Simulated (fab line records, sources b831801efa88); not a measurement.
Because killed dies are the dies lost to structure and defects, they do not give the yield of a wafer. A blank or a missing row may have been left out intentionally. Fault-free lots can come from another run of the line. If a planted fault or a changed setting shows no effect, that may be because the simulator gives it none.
A struck lot beside a sound one | flow gf180mcu | 14 out of 602 route steps
Sound: the wafers L365.3, L365.4, L365.6. Wafers L366.1, L366.2, L366.6 were the ones struck. At the end, the cause is stated.
Each step with rows lists, per side, the tool, then ch with its chambers, then its first start. Under that, the readings that differ: sound wafers | struck wafers | difference of the means | sigmas: that difference in standard deviations of wafers without a fault.
alike: readings whose means differ by less than 2 such deviations, and words and numbers that are the same on both sides. not compared: withheld readings, readings that some wafer has no value for, bounds like >300 that may hide the same value, and numbers for which the record gives no deviation and whose values overlap.
A row with sigmas, a row that says differs or no value, or rows on one side alone: a step with any of these is where the two part. Non-overlapping numbers with no deviation appear without sigmas and do not part them. A reading missing from all wafers of one side parts the sides only when that side holds two or more wafers.

GF_TOP_METAL_SPUTTER_01: material TiN, target thk 30 nm, time 25 s.
  sound on pvd_sputter-03, day 28 21:11; struck on pvd_sputter-01, day 29 15:23
  alike: throttle_valve_pct
GF_TOP_METAL_SPUTTER_02: material AlCu, target thk 900 nm, time 47.82 s.
  sound on pvd_sputter-03, day 28 21:13; struck on pvd_sputter-01, day 29 15:25
  alike: throttle_valve_pct
GF_TOP_METAL_SPUTTER_03: material Ti, target thk 5 nm, time 3.3 s.
  sound on pvd_sputter-03, day 28 21:16; struck on pvd_sputter-01, day 29 15:28
  alike: throttle_valve_pct
GF_TOP_METAL_SPUTTER_04: material TiN, target thk 25 nm, time 20.8 s.
  sound on pvd_sputter-03, day 28 21:17; struck on pvd_sputter-01, day 29 15:29
  alike: throttle_valve_pct
GF_TOP_METAL_RS_MEAS_05: a four-point-probe measurement.
  sound on film_metro-01, day 28 21:21; struck on film_metro-03, day 29 15:30
  reading                    | sound                | struck               | difference | sigmas
  TOP_METAL_ALCU_RS (ohm/sq) | 0.0332 0.0329 0.0330 | 0.0322 0.0324 0.0323 | -0.0007    | -2
GF_TOP_METAL_THK_MEAS_06: measures by xrf.
  sound on film_metro-01, day 28 21:27; struck on film_metro-03, day 29 15:37
  alike: TOP_METAL_ALCU_THK
then, 6 steps without rows for these wafers: GF_TOP_METAL_DEHYDRATE_07 (time 60 s); GF_TOP_METAL_HMDS_08 (prime time 60 s); GF_TOP_METAL_COAT_09 (resist thk 1500 nm); GF_TOP_METAL_SOFTBAKE_10 (time 60 s); GF_TOP_METAL_EXPOSE_11 (exposes mask MetalTop, target cd 440 nm); GF_TOP_METAL_PEB_12.
GF_TOP_METAL_DEVELOP_13: develop time 60 s.
  struck on litho_track-04, day 30 09:34; sound on litho_track-04 ch 0, day 29 16:04
  no value came back on the struck wafers for chill_plate_temp_C (C), develop_time_s (s), resist_line_temp_C (C); on the sound wafers chill_plate_temp_C (C) reads 23.12 23.13 23.14
GF_TOP_METAL_CD_MEAS_14 targets a cd of 440 nm.
  sound on cd_sem-02, day 29 16:12; struck on cd_sem-02, day 30 09:43
  reading    | sound             | struck | difference                    | sigmas
  cd_nm (nm) | 440.7 439.0 441.1 | - - -  | no value on the struck wafers |

WHERE THEY PART
First at GF_TOP_METAL_RS_MEAS_05; last, within this record, at GF_TOP_METAL_CD_MEAS_14.

WHY: what the simulator had put in
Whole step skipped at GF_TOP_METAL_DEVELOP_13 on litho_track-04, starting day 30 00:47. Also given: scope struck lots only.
